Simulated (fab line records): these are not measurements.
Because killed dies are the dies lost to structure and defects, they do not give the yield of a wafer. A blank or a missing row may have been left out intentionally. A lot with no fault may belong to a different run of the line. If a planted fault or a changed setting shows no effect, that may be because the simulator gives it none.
fab line records -- flow sky130
record: lots: 14, wafers: 42, last-day: 50
route steps=708 shown VIA4@648
lots with no fault: from the same line, run without faults
start-h: start of the lot's first displayed wafer, in hours after the record's first day -- wait-h: how many hours have passed since the lot's step before this one -- " repeats the value in the row above -- L1.1+2: a row that stands for several wafers -- - value missing, or start not given -- * or withheld: withheld -- < > ~ a bound
route shown NAME@n: a module of which the file shows steps, and the number in the route of the first -- usual: mean and standard deviation over wafers with no fault -- same: alike in all rows -- chamber/n: place in a boat -- sites: per-site readings -- _std_site: their standard deviation -- _edge_site: the outer-site mean with the inner-site mean subtracted -- radius-mm: how far each site lies from the wafer's centre -- mask NAME#n: copy n -- behind: the tool/chamber that last shaped the wafer -- hold: reason for holding the lot/hours on hold/outcome of the hold -- device: whichever transistor did not switch (one of n, p or np) -- end of line: the tests these same wafers got at the end of their route -- a step given without rows: its recipe and nothing more -- killed: at the first sort, the dies lost to defects and structure; wafer yield is something else -- map: dies across one wafer; x = killed, . = not, _ = none there
set.NAME: the setting that was run; set.NAME@STEP: the one run at that earlier step -- model.NAME: the simulator's own value behind a step, which no gauge read
one table for each step of the route and one row for each wafer, over a sample of lots
services: a tool's chamber out of use, with start hour (start-h, from the record's first day; less than 0 if before it), hours out, and reason
== steps ==
step: SKY_VIA4_PEB_09
recipe: temp-c: withheld, time-s: *, resist: NOVOLAK
usual: chill-plate-temp-C: *, exhaust-pa: 44.8/0.87
lot.wafer,tool,chamber,start-h,wait-h,chill-plate-temp-C,exhaust-pa
L288.1,litho-track-01,0,1023.75,-,*,45.1
L288.3,litho-track-01,0,1023.75,-,*,45.3
L288.6,litho-track-01,0,1023.75,-,*,45.7
L291.2,litho-track-04,0,1044.82,-,*,44.1
L291.5,litho-track-04,0,1044.82,-,*,45.3
L291.6,litho-track-04,0,1044.82,-,*,44.3
L295.1,litho-track-01,0,1073.15,-,*,44.0
L295.3,litho-track-01,0,1073.15,-,*,42.9
L295.6,litho-track-01,0,1073.15,-,*,43.2
L297.3,litho-track-03,-,1078.05,-,-,-
L297.5,litho-track-03,-,1078.05,-,-,-
L297.6,litho-track-03,-,1078.05,-,-,-
L296.2,litho-track-01,-,1079.23,-,-,-
L296.3,litho-track-01,-,1079.23,-,-,-
L296.4,litho-track-01,-,1079.23,-,-,-
L301.1,litho-track-01,0,1100.75,-,*,45.0
L301.2,litho-track-01,0,1100.75,-,*,44.7
L301.3,litho-track-01,0,1100.75,-,*,45.6
L302.2,litho-track-04,0,1104.67,-,*,43.5
L302.3,litho-track-04,0,1104.67,-,*,43.9
L302.4,litho-track-04,0,1104.67,-,*,44.4
L303.3,litho-track-04,0,1105.80,-,*,45.3
L303.5,litho-track-04,0,1105.80,-,*,45.4
L303.6,litho-track-04,0,1105.80,-,*,46.2
L305.3,litho-track-03,0,1118.25,-,*,45.4
L305.4,litho-track-03,0,1118.25,-,*,46.3
L305.6,litho-track-03,0,1118.25,-,*,44.9
L306.1,litho-track-04,0,1118.90,-,*,43.1
L306.4,litho-track-04,0,1118.90,-,*,42.5
L306.5,litho-track-04,0,1118.90,-,*,45.6
L307.1,litho-track-04,0,1122.30,-,*,47.6
L307.4,litho-track-04,0,1122.30,-,*,45.5
L307.5,litho-track-04,0,1122.30,-,*,45.9
L309.1,litho-track-03,0,1137.85,-,*,45.3
L309.3,litho-track-03,0,1137.85,-,*,45.8
L309.5,litho-track-03,0,1137.85,-,*,44.1
L310.1,litho-track-03,0,1139.55,-,*,46.3
L310.2,litho-track-03,0,1139.55,-,*,45.9
L310.6,litho-track-03,0,1139.55,-,*,46.5
L311.1,litho-track-01,0,1143.15,-,*,45.7
L311.2,litho-track-01,0,1143.15,-,*,45.6
L311.6,litho-track-01,0,1143.15,-,*,44.0
== services ==
tool,chamber,start-h,hours,kind
litho-track-01,-,1100.31,-,consumable-replace:filter
== key ==
first-sign: step: SKY_VIA4_PEB_09, reading: tool-record, direction: missing
effect none on later readings
met-at SKY_VIA4_PEB_09
struck-lots L296,L297
sort-left-out L296.2,L296.3,L296.4,L297.3,L297.5,L297.6
onset-between 1073.15 1078.05
fault: kind: skipped-step-whole, tool: litho-track-01,litho-track-03, chamber: -, onset-h: 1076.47, steps: SKY_VIA4_PEB_09, scope: struck-lots-only
sort-left-out: the simulated sort isn't trusted on such a fault, so these wafers' sort isn't shown, and their yield isn't known
